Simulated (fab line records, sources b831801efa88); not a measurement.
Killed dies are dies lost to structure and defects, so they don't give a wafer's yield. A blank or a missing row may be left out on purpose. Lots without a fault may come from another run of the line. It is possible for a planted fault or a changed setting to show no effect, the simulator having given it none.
A struck lot beside a sound one	flow sfq_line	42 out of 325 route steps
Sound: these wafers, L679.1, L679.4, L679.6. Struck: wafers L674.1, L674.3. (L674.6 of the same lot was not struck and is left out.) The cause comes at the end.
At each step with rows: each side's tool, then ch and its chambers, then its first start. Under that, the readings that differ: sound wafers	struck wafers	difference of the means	sigmas: that difference in standard deviations of wafers without a fault.
alike: readings whose means differ by less than 2 such deviations, and words and numbers that are the same on both sides. not compared: withheld readings, readings that some wafer has no value for, bounds like >300 that may hide the same value, and numbers for which the record gives no deviation and whose values overlap.
Wherever a step has rows on one side only, a row that says differs or no value, or a row with sigmas, the two part there. Numbers that have no deviation but don't overlap get no sigmas and don't part them. A reading that every wafer of one side lacks parts them only if that side has two wafers or more.

first, 6 steps without rows for these wafers: SFQ_TRILAYER_L0_VIA_LITHO_COAT_018 (resist thk 62 nm); SFQ_TRILAYER_L0_VIA_LITHO_COAT_013 (resist thk 650 nm); SFQ_TRILAYER_L0_VIA_LITHO_SOFTBAKE_017; SFQ_TRILAYER_L0_VIA_LITHO_EXPOSE_014 (exposes mask L0V, target cd 700 nm); SFQ_TRILAYER_L0_VIA_LITHO_PEB_016 (peb time 60 s); SFQ_TRILAYER_L0_VIA_LITHO_DEVELOP_015 (time 60 s).
SFQ_L0V_OVL_MEAS_903:
  sound: overlay-02 at day 9 04:06; struck: overlay-01 at day 8 01:36
  alike: L0V_OVL
SFQ_TRILAYER_L0_VIA_BARC_OPEN_VIA_ETCH_021: etches BARC in O2, target depth 125 nm, time 41.7 s.
  sound on rie_diel-04 ch 0,3, day 9 04:08; struck on rie_diel-04 ch 1,3, day 8 01:38
  alike: drypump_motor_current_A, oes_product_au
  not compared: rf_hours_counter_h
then, 4 steps without rows for these wafers: SFQ_TRILAYER_L0_VIA_ETCH_VIA_ETCH_016 (etches SiO2 in CHF3, stops on MoNx KI, target depth 80 nm); SFQ_TRILAYER_L0_VIA_STRIP_STRIP_017 (strips in O2); SFQ_TRILAYER_L0_VIA_STRIP_SOLV_CLEAN_018 (cleans in NMP, time 600 s); SFQ_TRILAYER_M0_DEP_PRE_CLEAN_020 (time 15 s).
SFQ_TRILAYER_M0_DEP_SPUTTER_019: material Nb, target thk 200 nm, time 133.3 s.
  sound: pvd_sputter-06 at day 9 05:02; struck: pvd_sputter-05 at day 8 02:32
reading	sound	struck	difference	sigmas
model.Nb_of_TRILAYER_M0_DEP_SPUTTER_019.thk_nm (nm)	196.9 199.7 201	256.3 255.1	+56.5	
  alike: base_pressure_pa, throttle_valve_pct
SFQ_M0_RS_MEAS_904: the measuring method here is four-point-probe.
  sound: film_metro-02 at day 9 05:08; struck: film_metro-03 at day 8 02:38
reading	sound	struck	difference	sigmas
M0_NB_RS (ohm/sq)	0.904 0.890 0.885	0.692 0.698	-0.198	-21
then, 6 steps without rows for these wafers: SFQ_TRILAYER_M0_LITHO_COAT_026 (resist thk 62 nm); SFQ_TRILAYER_M0_LITHO_COAT_021 (resist thk 600 nm); SFQ_TRILAYER_M0_LITHO_SOFTBAKE_025; SFQ_TRILAYER_M0_LITHO_EXPOSE_022 (exposes mask M0, target cd 500 nm); SFQ_TRILAYER_M0_LITHO_PEB_024 (peb time 60 s); SFQ_TRILAYER_M0_LITHO_DEVELOP_023 (time 60 s).
-- the record jumps here: 3 days lie between the struck wafers' starts before and after --
SFQ_M0_OVL_MEAS_906:
  sound: overlay-01 at day 12 10:44; struck: overlay-02 at day 11 02:32
  alike: M0_OVL
SFQ_TRILAYER_M0_BARC_OPEN_METAL_ETCH_031: etches BARC in O2, target depth 125 nm, time 41.7 s.
  sound on rie_metal-01 ch 0, day 12 10:47; struck on rie_metal-04 ch 1, day 11 02:35
  alike: drypump_motor_current_A, oes_product_au
  not compared: rf_hours_counter_h
SFQ_TRILAYER_M0_ETCH_METAL_ETCH_024: etches Nb in Cl2/Ar, stops on SiO2, target depth 240 nm, time 120 s.
  sound on rie_metal-01 ch 0, day 12 10:50; struck on rie_metal-04 ch 1, day 11 02:38
reading	sound	struck	difference	sigmas
oes_product_au (a.u.)	0.883 0.894 0.908	1.020 1.014	+0.122	+18
  alike: drypump_motor_current_A
  not compared: rf_hours_counter_h
SFQ_TRILAYER_M0_STRIP_STRIP_025: strips in O2.
  sound on rie_metal-01 ch 0, day 12 10:58; struck on rie_metal-04 ch 1, day 11 02:46
  alike: drypump_motor_current_A, oes_product_au
  not compared: rf_hours_counter_h
then, 1 step without rows for these wafers: SFQ_TRILAYER_M0_STRIP_SOLV_CLEAN_026 (cleans in NMP, time 600 s).
SFQ_TRILAYER_I0_DEP_PECVD_027: deposits SiO2 from SiH4/N2O, time 111.11 s, target thk 500 nm.
  sound on pecvd-04 ch 1,2, day 12 11:44; struck on pecvd-01 ch 0,2, day 11 03:32
  alike: heater_power_w, throttle_valve_pct
SFQ_TRILAYER_I0_CMP_CMP_028: polishes SiO2.
  sound on cmp-02 ch 0,1,2, day 12 11:53; struck on cmp-01 ch 1,2, day 11 14:03
  alike: motor_current_A, time_to_endpoint_s
SFQ_I0_BOW_MEAS_907:
  sound: film_metro-04 at day 12 14:53; struck: film_metro-04 at day 11 17:03
  alike: I0_BOW
then, 7 steps without rows for these wafers: SFQ_TRILAYER_I0_METRO_MEASURE_029; SFQ_TRILAYER_I0_VIA_LITHO_COAT_036 (resist thk 62 nm); SFQ_TRILAYER_I0_VIA_LITHO_COAT_031 (resist thk 650 nm); SFQ_TRILAYER_I0_VIA_LITHO_SOFTBAKE_035; SFQ_TRILAYER_I0_VIA_LITHO_EXPOSE_032 (exposes mask I0, target cd 500 nm); SFQ_TRILAYER_I0_VIA_LITHO_PEB_034 (peb time 60 s); SFQ_TRILAYER_I0_VIA_LITHO_DEVELOP_033 (time 60 s).
SFQ_I0_OVL_MEAS_908:
  sound: overlay-02 at day 14 13:07; struck: overlay-01 at day 13 12:07
  alike: I0_OVL
then, 5 steps without rows for these wafers: SFQ_TRILAYER_I0_VIA_BARC_OPEN_VIA_ETCH_046 (etches BARC in O2, target depth 125 nm, time 41.7 s); SFQ_TRILAYER_I0_VIA_ETCH_VIA_ETCH_034 (etches SiO2 in CHF3, stops on Nb, target depth 260 nm); SFQ_TRILAYER_I0_VIA_STRIP_STRIP_035 (strips in O2); SFQ_TRILAYER_I0_VIA_STRIP_SOLV_CLEAN_036 (cleans in NMP, time 600 s); SFQ_TRILAYER_M1_DEP_PRE_CLEAN_038 (time 22.5 s).
-- the record jumps here: 78 days lie between the struck wafers' starts before and after --
SFQ_M8_BOW_MEAS_951:
  sound: film_metro-04 at day 94 17:33; struck: film_metro-04 at day 91 18:30
reading	sound	struck	difference	sigmas
model.etest.m0.comb_log10_ohm	12 12 12	0 0	-12	
model.etest.m0.ohm_sq	0.9034 0.8907 0.8848	0.6939 0.6972	-0.1974	
  alike: M8_BOW

== WHERE THEY PART ==
Last at SFQ_TRILAYER_M0_ETCH_METAL_ETCH_024 as far as this record goes, first at SFQ_M0_RS_MEAS_904. Later steps at which nothing parts them and some readings are alike: SFQ_TRILAYER_M0_STRIP_STRIP_025, SFQ_TRILAYER_I0_DEP_PECVD_027, SFQ_TRILAYER_I0_CMP_CMP_028, SFQ_I0_BOW_MEAS_907, SFQ_I0_OVL_MEAS_908, SFQ_M8_BOW_MEAS_951.

WHY: what had been put in by the simulator
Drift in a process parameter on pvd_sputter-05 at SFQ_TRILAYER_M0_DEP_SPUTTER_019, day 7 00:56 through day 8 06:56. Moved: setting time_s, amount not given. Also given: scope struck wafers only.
